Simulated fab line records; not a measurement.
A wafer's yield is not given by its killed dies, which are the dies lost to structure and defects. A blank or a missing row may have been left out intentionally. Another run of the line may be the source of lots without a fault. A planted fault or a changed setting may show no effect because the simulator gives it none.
fab line records | flow gf180mcu | part 2 of 2: steps 29 to 37 of 37
[record] lots = 5 wafers = 15 last_day = 34
route steps=602 shown M3@422 V3@429 M4@456
lots untouched by any fault: they come from a run of this same line in which no faults occurred
start_h: start of the lot's first displayed wafer, in hours after the record's first day | wait_h: hours elapsed since this lot's preceding step | " as in the row above | L1.1+2: a single row standing in for several wafers | - no value, or no start was given | * or withheld: withheld | < > ~ a bound
route shown NAME@n: a module of which the file shows steps, and the number in the route of the first | usual: average and standard deviation across the fault-free wafers | same: alike in all rows | chamber/n: place in a boat | sites: each site's reading | _std_site: standard deviation of those values | _edge_site: outer sites' mean less inner sites' | radius_mm: for every site, how far away it sits from the centre of the wafer | mask NAME#n: copy n | behind: the last tool/chamber to shape the wafer | hold: what put the lot on hold/how long, in hours/how the hold closed | device: whichever transistor did not switch (one of n, p or np) | end of line: the route-end tests of the same wafers | a step without rows: its recipe alone | killed: dies that structure and defects cost at the first sort, which is not the same as the wafer's yield | map: a wafer's dies, x killed, . not, _ none there
set.NAME: the setting as run; set.NAME@STEP: as run at that earlier step | model.NAME: the simulator's own value behind a step, which no gauge read
lots at some steps of the route; a table a step, a row a wafer
services: a tool's chamber out of use, with start hour (start_h, from the record's first day; less than 0 if before it), hours out, and reason
[[steps]]
[step GF_V3_SPUTTER_21]
[recipe] material = Ti target_thk_nm = 15 chamber_pressure_pa = 5 power_w = 2500 substrate_temp_c = 200 time_s = 80.02
[usual] throttle_valve_pct = 30.1/0.63
// columns lot.wafer tool chamber start_h wait_h throttle_valve_pct
L075.2 pvd_sputter-03 - 527.92 0.0 30.5
L075.5 " - " " 29.2
L075.6 " - " " 30.5
L090.1 pvd_sputter-03 - 650.60 0.0 30.3
L090.2 " - " " 29.2
L090.4 " - " " 30.4
L091.2 pvd_sputter-02 - 655.37 0.0 29.8
L091.3 " - " " 30.0
L091.6 " - " " 30.2
L095.1 pvd_sputter-02 - 679.34 0.0 29.9
L095.3 " - " " 30.4
L095.4 " - " " 31.0
L096.4 pvd_sputter-02 - 687.83 0.0 30.3
L096.5 " - " " 30.2
L096.6 " - " " 30.1
[step GF_V3_SPUTTER_22]
[recipe] material = TiN target_thk_nm = 10 chamber_pressure_pa = 5 power_w = 4000 time_s = 40
[usual] throttle_valve_pct = 30.1/0.63
// columns lot.wafer tool chamber start_h wait_h throttle_valve_pct
L075.2 pvd_sputter-03 - 527.98 0.0 30.2
L075.5 " - " " 29.3
L075.6 " - " " 30.3
L090.1 pvd_sputter-03 - 650.66 0.0 30.4
L090.2 " - " " 28.9
L090.4 " - " " 30.3
L091.2 pvd_sputter-02 - 655.43 0.0 30.0
L091.3 " - " " 29.9
L091.6 " - " " 29.9
L095.1 pvd_sputter-02 - 679.41 0.0 30.1
L095.3 " - " " 30.0
L095.4 " - " " 30.6
L096.4 pvd_sputter-02 - 687.89 0.0 30.1
L096.5 " - " " 30.1
L096.6 " - " " 30.2
[step GF_V3_CVD_23]
[recipe] material = W target_thk_nm = 350 time_s = 104.9 temp_c = 400 pressure_torr = 40
[usual] chamber_pressure_Torr = 40.01/0.079 heater_power_outer_w = 519/45 heater_power_w = 846/65 susceptor_temp_C = 400.00/0.22
// columns lot.wafer tool chamber start_h wait_h chamber_pressure_Torr heater_power_outer_w heater_power_w susceptor_temp_C
L075.2 cvd_w-01 1 528.02 0.0 39.85 539 856 400.00
L075.5 " 1 " " 39.87 549 844 400.03
L075.6 " 0 " " 40.13 539 892 399.85
L090.1 cvd_w-01 1 650.70 0.0 39.85 547 879 399.78
L090.2 " 0 " " 39.89 550 909 400.11
L090.4 " 0 " " 40.13 541 901 399.77
L091.2 cvd_w-02 0 655.47 0.0 39.98 548 865 399.89
L091.3 " 1 " " 40.05 427 741 399.79
L091.6 " 1 " " 40.08 432 738 399.88
L095.1 cvd_w-01 1 679.44 0.0 39.97 548 871 400.16
L095.3 " 0 " " 39.98 545 920 400.07
L095.4 " 1 " " 40.12 548 842 399.77
L096.4 cvd_w-01 1 687.97 0.1 39.97 555 843 399.60
L096.5 " 0 " " 40.01 541 948 400.03
L096.6 " 1 " " 40.14 526 869 400.26
[step GF_V3_RS_MEAS_24]
[recipe] thk_meas_gauge = four-point-probe reads = W_of_V3_CVD_23+TiN_of_V3_SPUTTER_22+Ti_of_V3_SPUTTER_21
[usual] V3_W_RS = 0.324/0.0061
// columns lot.wafer tool chamber start_h wait_h V3_W_RS[ohm/sq]
L075.2 film_metro-04 - 528.15 0.1 0.314
L075.5 " - " " 0.320
L075.6 " - " " 0.330
L090.1 film_metro-01 - 650.81 0.1 0.316
L090.2 " - " " 0.329
L090.4 " - " " 0.331
L091.2 film_metro-03 - 655.60 0.1 0.327
L091.3 " - " " 0.320
L091.6 " - " " 0.322
L095.1 film_metro-01 - 679.56 0.1 0.316
L095.3 " - " " 0.334
L095.4 " - " " 0.316
L096.4 film_metro-03 - 688.10 0.1 0.321
L096.5 " - " " 0.333
L096.6 " - " " 0.319
[step GF_V3_THK_MEAS_25]
[recipe] thk_meas_gauge = xrf reads = W_of_V3_CVD_23
[usual] V3_W_THK = 346/6.4
// columns lot.wafer tool chamber start_h wait_h V3_W_THK[nm]
L075.2 film_metro-04 - 528.26 0.1 356
L075.5 " - " " 348
L075.6 " - " " 340
L090.1 film_metro-01 - 650.93 0.1 356
L090.2 " - " " 341
L090.4 " - " " 343
L091.2 film_metro-03 - 655.71 0.1 343
L091.3 " - " " 349
L091.6 " - " " 347
L095.1 film_metro-01 - 679.68 0.1 359
L095.3 " - " " 339
L095.4 " - " " 358
L096.4 film_metro-03 - 688.19 0.1 349
L096.5 " - " " 337
L096.6 " - " " 352
[step GF_V3_CMP_26]
[recipe] stop_on = SiO2 down_force_psi = 3.5 platen_rpm = 60 t_overpolish_s = 15 target_thk_nm = 0 pad_velocity_m_s = 0.94248
[usual] head_pressure_psi = 3.500/0.0078 motor_current_A = 10.9/1.2 overpolish_run_s = 14.999/0.0095 time_to_endpoint_s = 88/4.7
[same] t_overpolish_s = 15
// columns lot.wafer tool chamber start_h wait_h head_pressure_psi motor_current_A overpolish_run_s time_to_endpoint_s
L075.2 cmp-01 3 528.41 0.1 3.502 9.4 14.992 91
L075.6 " 1 " " 3.488 9.5 15.030 98
L075.5 " 2 " " 3.507 10.4 14.998 93
L090.2 cmp-02 3 651.04 0.1 3.506 11.0 15.000 83
L090.1 " 0 " " 3.503 10.0 15.001 85
L090.4 " 2 " " 3.513 13.0 14.997 83
L091.2 cmp-02 2 655.76 0.0 3.511 12.8 14.986 88
L091.3 " 3 " " 3.503 11.0 14.993 86
L091.6 " 2 " " 3.507 12.0 14.996 89
L095.4 cmp-02 1 679.74 0.0 3.500 10.6 15.011 91
L095.3 " 3 " " 3.505 10.9 14.997 79
L095.1 " 0 " " 3.511 10.6 15.013 86
L096.4 cmp-02 0 688.37 0.2 3.514 10.4 15.000 81
L096.5 " 1 " " 3.503 10.2 14.998 81
L096.6 " 2 " " 3.495 13.6 14.993 87
[step GF_M4_SPUTTER_00]
[recipe] material = Ti target_thk_nm = 37.5 arriving_ion_energy_ev = 80 substrate_temp_c = 200 chamber_pressure_pa = 2 power_w = 4000 time_s = 150
[usual] throttle_valve_pct = 29.9/0.75
// columns lot.wafer tool chamber start_h wait_h throttle_valve_pct
L075.2 pvd_sputter-02 - 528.61 0.1 30.0
L075.5 " - " " 29.9
L075.6 " - " " 30.0
L090.1 pvd_sputter-01 - 651.34 0.2 28.9
L090.2 " - " " 31.0
L090.4 " - " " 30.1
L091.2 pvd_sputter-01 - 656.06 0.2 30.4
L091.3 " - " " 28.9
L091.6 " - " " 30.2
L095.1 pvd_sputter-01 - 680.04 0.1 30.7
L095.3 " - " " 30.0
L095.4 " - " " 28.8
L096.4 pvd_sputter-01 - 688.52 0.1 30.7
L096.5 " - " " 30.7
L096.6 " - " " 28.8
[step GF_M4_SPUTTER_01]
[recipe] material = TiN target_thk_nm = 30 power_w = 6500 time_s = 25 chamber_pressure_pa = 0.4
[usual] throttle_valve_pct = 29.9/0.72
// columns lot.wafer tool chamber start_h wait_h throttle_valve_pct
L075.2 pvd_sputter-02 - 528.71 0.1 30.0
L075.5 " - " " 30.0
L075.6 " - " " 30.1
L090.1 pvd_sputter-01 - 651.44 0.1 28.9
L090.2 " - " " 30.8
L090.4 " - " " 30.4
L091.2 pvd_sputter-01 - 656.16 0.1 30.2
L091.3 " - " " 28.9
L091.6 " - " " 30.0
L095.1 pvd_sputter-01 - 680.14 0.1 30.7
L095.3 " - " " 30.1
L095.4 " - " " 28.7
L096.4 pvd_sputter-01 - 688.62 0.1 30.8
L096.5 " - " " 30.4
L096.6 " - " " 29.0
[step GF_M4_SPUTTER_02]
[recipe] material = AlCu target_thk_nm = 450 power_w = 10600 time_s = 23.9 chamber_pressure_pa = 0.4
[usual] throttle_valve_pct = 29.9/0.73
// columns lot.wafer tool chamber start_h wait_h throttle_valve_pct
L075.2 pvd_sputter-02 - 528.74 0.0 30.2
L075.5 " - " " 29.8
L075.6 " - " " 30.2
L090.1 pvd_sputter-01 - 651.47 0.0 28.7
L090.2 " - " " 30.7
L090.4 " - " " 30.0
L091.2 pvd_sputter-01 - 656.19 0.0 30.4
L091.3 " - " " 29.1
L091.6 " - " " 30.2
L095.1 pvd_sputter-01 - 680.17 0.0 30.7
L095.3 " - " " 30.1
L095.4 " - " " 29.0
L096.4 pvd_sputter-01 - 688.66 0.0 30.6
L096.5 " - " " 31.0
L096.6 " - " " 29.2
[[services]]
// columns tool chamber start_h hours kind
rie_diel-03 1 480.12 6.5 repair
pvd_sputter-03 - 482.85 2.1 repair
rie_diel-04 0 490.47 8.3 repair
cmp-02 - 493.78 18.3 pm
rie_diel-03 - 496.66 1.2 repair
cvd_w-01 1 510.56 4.5 repair
cmp-02 - 514.74 4.8 pm
cmp-01 - 518.64 5.8 repair
cmp-02 - 520.85 0.9 repair
rie_diel-03 0 530.25 5.8 repair
rie_diel-03 - 531.49 2.8 pm
pvd_sputter-02 - 538.57 1.9 repair
cvd_w-01 - 540.49 6.0 pm
rie_diel-04 1 541.71 18.8 repair
cmp-02 - 560.05 0.8 repair
cmp-02 - 572.27 4.0 pm
pvd_sputter-02 - 583.33 1.9 repair
pvd_sputter-02 - 585.48 5.7 repair
rie_diel-03 3 597.52 3.3 repair
rie_diel-03 - 604.15 0.6 repair
cmp-02 - 624.34 3.9 repair
pvd_sputter-02 - 639.49 3.2 repair
rie_diel-03 - 641.43 0.7 repair
rie_diel-03 3 669.23 5.5 repair
